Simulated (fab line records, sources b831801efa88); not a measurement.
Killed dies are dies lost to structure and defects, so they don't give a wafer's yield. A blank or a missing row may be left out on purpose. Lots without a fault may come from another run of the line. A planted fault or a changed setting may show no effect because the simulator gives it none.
Which tool did it? | flow sfq_line | 14 lots, 42 wafers sampled, at 5 steps of a route of 325

WHAT THE GAUGES READ, wafer by wafer
SFQ_M3_RS_MEAS_919: measures by four-point-probe. Usual: M3_NB_RS 0.892 ohm/sq, standard deviation 0.011.
lot  | measured     | on            | M3_NB_RS (ohm/sq) | flag
L968 | day 30 12:03 | film_metro-01 | 0.892 0.882 0.896 |
L969 | day 31 04:05 | film_metro-02 | 0.872 0.888 0.874 |
L971 | day 32 07:22 | film_metro-02 | 0.913 0.916 0.910 |
L973 | day 32 13:20 | film_metro-02 | 0.907 0.895 0.889 |
L974 | day 33 02:34 | film_metro-01 | 0.883 0.883 0.882 |
L977 | day 34 00:16 | film_metro-02 | 0.882 0.893 0.906 |
L978 | day 34 08:43 | film_metro-01 | 0.882 0.864 0.882 |
L980 | day 34 18:35 | film_metro-02 | 0.885 0.899 0.886 |
L979 | day 34 19:35 | film_metro-02 | 0.904 0.885 0.884 |
L982 | day 35 06:23 | film_metro-01 | 0.907 0.888 0.891 |
L983 | day 35 18:22 | film_metro-01 | 0.899 0.895 0.898 |
L984 | day 35 23:09 | film_metro-02 | 0.906 0.886 0.887 |
L986 | day 36 10:08 | film_metro-02 | 0.894 0.883 0.891 |
L991 | day 38 11:31 | film_metro-01 | 0.896 0.899 0.899 |

WHICH TOOL RAN EACH LOT (tool, then ch and the chambers of the sampled wafers, then the start)
lot  | SFQ_TRILAYER_M1_STRIP_STRIP_043   | SFQ_TRILAYER_I1_CMP_CMP_046   | SFQ_TRILAYER_I1_METRO_MEASURE_047 | SFQ_TRILAYER_I1_VIA_ETCH_VIA_ETCH_052
L968 | rie_metal-02 ch 0,1, day 11 09:43 | cmp-01 ch 0,2,3, day 11 12:36 | film_metro-02, day 11 15:43       | rie_diel-03 ch 0,1, day 16 21:53
L969 | rie_metal-04 ch 0,1, day 11 15:43 | cmp-01 ch 0,1,2, day 11 18:36 | film_metro-02, day 11 21:43       | rie_diel-01 ch 0,2, day 17 05:11
L971 | rie_metal-04 ch 0,1, day 12 06:07 | cmp-02 ch 2,3, day 12 20:35   | film_metro-03, day 12 23:25       | rie_diel-04 ch 1,2,3, day 18 08:47
L973 | rie_metal-01 ch 0,1, day 12 13:19 | cmp-02 ch 0,1,3, day 13 02:05 | film_metro-02, day 13 05:13       | rie_diel-01 ch 0,1,3, day 18 14:47
L974 | rie_metal-04 ch 1, day 12 16:55   | cmp-02 ch 0,1,2, day 13 09:05 | film_metro-02, day 13 11:25       | rie_diel-04 ch 2,3, day 18 21:59
L977 | rie_metal-02 ch 0,1, day 13 15:43 | cmp-01 ch 1,3, day 14 02:10   | film_metro-03, day 14 05:17       | rie_diel-03 ch 1,2,3, day 20 04:19
L978 | rie_metal-01 ch 0,1, day 13 19:31 | cmp-02 ch 0,2,3, day 14 09:05 | film_metro-03, day 14 11:49       | rie_diel-03 ch 1,2,3, day 20 09:07
L980 | rie_metal-02 ch 0,1, day 14 15:55 | cmp-01 ch 2,3, day 14 22:35   | film_metro-02, day 15 01:42       | rie_diel-01 ch 0,2, day 21 07:41
L979 | rie_metal-04 ch 0, day 14 17:07   | cmp-02 ch 0,1,3, day 15 00:05 | film_metro-03, day 15 02:13       | rie_diel-04 ch 0,2, day 21 08:53
L982 | rie_metal-04 ch 0,1, day 15 05:11 | cmp-02 ch 0,2,3, day 15 06:25 | film_metro-03, day 15 09:32       | rie_diel-01 ch 0,1, day 21 18:29
L983 | rie_metal-04 ch 0,1, day 15 17:07 | cmp-01 ch 0,2,3, day 15 20:05 | film_metro-03, day 15 22:42       | rie_diel-01 ch 0,2, day 22 08:53
L984 | rie_metal-04 ch 0, day 15 21:55   | cmp-01 ch 0,3, day 16 01:35   | film_metro-04, day 16 04:42       | rie_diel-01 ch 1,2,3, day 22 13:41
L986 | rie_metal-01 ch 0,1, day 16 16:14 | cmp-01 ch 1,2,3, day 16 17:59 | film_metro-03, day 16 20:36       | rie_diel-03 ch 0,2,3, day 23 06:29
L991 | rie_metal-01 ch 0,1, day 18 05:32 | cmp-02 ch 0,1,2, day 18 10:22 | film_metro-02, day 18 12:59       | rie_diel-03 ch 0,2,3, day 25 07:22
- SFQ_TRILAYER_M1_STRIP_STRIP_043: strips in O2.
- SFQ_TRILAYER_I1_CMP_CMP_046: polishes SiO2.
- SFQ_TRILAYER_I1_METRO_MEASURE_047
- SFQ_TRILAYER_I1_VIA_ETCH_VIA_ETCH_052: etches SiO2 in CHF3, stops on Nb, target depth 260 nm.

WHAT THE TOOLS THEMSELVES READ (means of the sampled wafers that have a number; where no wafer has one, the mark that the record gives instead)
SFQ_TRILAYER_M1_STRIP_STRIP_043. Usual: drypump_motor_current_A 5.5 A, standard deviation 0.54; oes_product_au 1.003 a.u., standard deviation 0.0079.
lot  | tool         | drypump_motor_current_A (A) | oes_product_au (a.u.) | flag
L968 | rie_metal-02 | 5.2                         | 1.010                 |
L969 | rie_metal-04 | 5.8                         | 1.008                 |
L971 | rie_metal-04 | 5.8                         | 1.008                 |
L973 | rie_metal-01 | 5.3                         | 0.994                 |
L974 | rie_metal-04 | 6.2                         | 1.005                 |
L977 | rie_metal-02 | 5.1                         | 1.003                 |
L978 | rie_metal-01 | 5.3                         | 1.007                 |
L980 | rie_metal-02 | 5.1                         | 1.004                 |
L979 | rie_metal-04 | 5.0                         | 1.004                 |
L982 | rie_metal-04 | 5.8                         | 0.998                 |
L983 | rie_metal-04 | 5.4                         | 1.006                 |
L984 | rie_metal-04 | 5.0                         | 0.995                 |
L986 | rie_metal-01 | 5.5                         | 1.006                 |
L991 | rie_metal-01 | 5.3                         | 1.007                 |

SFQ_TRILAYER_I1_CMP_CMP_046. Usual: edge_zone_pressure_frac 1.000, standard deviation 0.0056; motor_current_A 10.2 A, standard deviation 1.4; retaining_ring_pressure_frac 1.000, standard deviation 0.0048; time_to_endpoint_s 217 s, standard deviation 7.4.
lot  | tool   | edge_zone_pressure_frac | motor_current_A (A) | retaining_ring_pressure_frac | time_to_endpoint_s (s) | flag
L968 | cmp-01 | 1.003                   | 10.9                | 1.004                        | 205                    |
L969 | cmp-01 | 1.001                   | 10.3                | 1.000                        | 218                    |
L971 | cmp-02 | 0.999                   | 9.6                 | 1.007                        | 213                    |
L973 | cmp-02 | 0.998                   | 10.0                | 0.995                        | 220                    |
L974 | cmp-02 | 1.000                   | 10.7                | 0.995                        | 220                    |
L977 | cmp-01 | 0.995                   | 8.6                 | 0.998                        | 222                    |
L978 | cmp-02 | 0.998                   | 10.3                | 1.000                        | 222                    |
L980 | cmp-01 | 1.002                   | 10.5                | 1.001                        | 217                    |
L979 | cmp-02 | 1.004                   | 10.0                | 1.005                        | 202                    |
L982 | cmp-02 | 1.000                   | 10.5                | 1.003                        | 204                    |
L983 | cmp-01 | 1.004                   | 11.2                | 1.002                        | 209                    |
L984 | cmp-01 | 0.998                   | 11.7                | 0.996                        | 210                    |
L986 | cmp-01 | 1.001                   | 9.4                 | 1.001                        | 221                    |
L991 | cmp-02 | 1.001                   | 10.8                | 1.002                        | 209                    |

SFQ_TRILAYER_I1_METRO_MEASURE_047. Usual: thk_nm 200.0 nm, standard deviation 1.
lot  | tool          | thk_nm (nm) | flag
L968 | film_metro-02 | 199.9       |
L969 | film_metro-02 | 199.3       |
L971 | film_metro-03 | 198.5       |
L973 | film_metro-02 | 200.6       |
L974 | film_metro-02 | 200.4       |
L977 | film_metro-03 | 200.0       |
L978 | film_metro-03 | 200.8       |
L980 | film_metro-02 | 200.2       |
L979 | film_metro-03 | 217.2       | OFF
L982 | film_metro-03 | 216.3       | OFF
L983 | film_metro-03 | 198.8       |
L984 | film_metro-04 | 199.5       |
L986 | film_metro-03 | 200.6       |
L991 | film_metro-02 | 199.1       |

SFQ_TRILAYER_I1_VIA_ETCH_VIA_ETCH_052. Usual: drypump_motor_current_A 5.5 A, standard deviation 0.46; oes_product_au 0.854 a.u., standard deviation 0.0049.
lot  | tool        | drypump_motor_current_A (A) | oes_product_au (a.u.) | flag
L968 | rie_diel-03 | 5.3                         | 0.857                 |
L969 | rie_diel-01 | 6.0                         | 0.850                 |
L971 | rie_diel-04 | 5.6                         | 0.854                 |
L973 | rie_diel-01 | 5.7                         | 0.857                 |
L974 | rie_diel-04 | 5.6                         | 0.856                 |
L977 | rie_diel-03 | 5.4                         | 0.850                 |
L978 | rie_diel-03 | 5.4                         | 0.854                 |
L980 | rie_diel-01 | 6.2                         | 0.855                 |
L979 | rie_diel-04 | 5.5                         | 0.894                 | OFF
L982 | rie_diel-01 | 5.4                         | 0.891                 | OFF
L983 | rie_diel-01 | 6.2                         | 0.852                 |
L984 | rie_diel-01 | 5.5                         | 0.850                 |
L986 | rie_diel-03 | 5.1                         | 0.850                 |
L991 | rie_diel-03 | 5.1                         | 0.852                 |

THE ANSWER, worked out from the rows above alone
Rule: a lot is off if the mean of its wafers that have a number lies more than 3 standard deviations from the usual mean. A lot without any number at a reading at which 4 lots or more have one is off too. The other lots that the step has rows for count as sound. The gauges are gone through in route order, then the tools' own readings, and for those a lot's mean is taken as printed above. The first step at which some lot is off is used, and at that step the reading that is off furthest; a lot without a number counts as furthest.
Off: L979, L982, at SFQ_TRILAYER_I1_METRO_MEASURE_047 (thk_nm).
A tool fits if, at that step or a process step before it, it ran every lot that is off, and no sound lot after the first of them. None of those tried fits.

WHAT THE SIMULATOR HAD PUT IN
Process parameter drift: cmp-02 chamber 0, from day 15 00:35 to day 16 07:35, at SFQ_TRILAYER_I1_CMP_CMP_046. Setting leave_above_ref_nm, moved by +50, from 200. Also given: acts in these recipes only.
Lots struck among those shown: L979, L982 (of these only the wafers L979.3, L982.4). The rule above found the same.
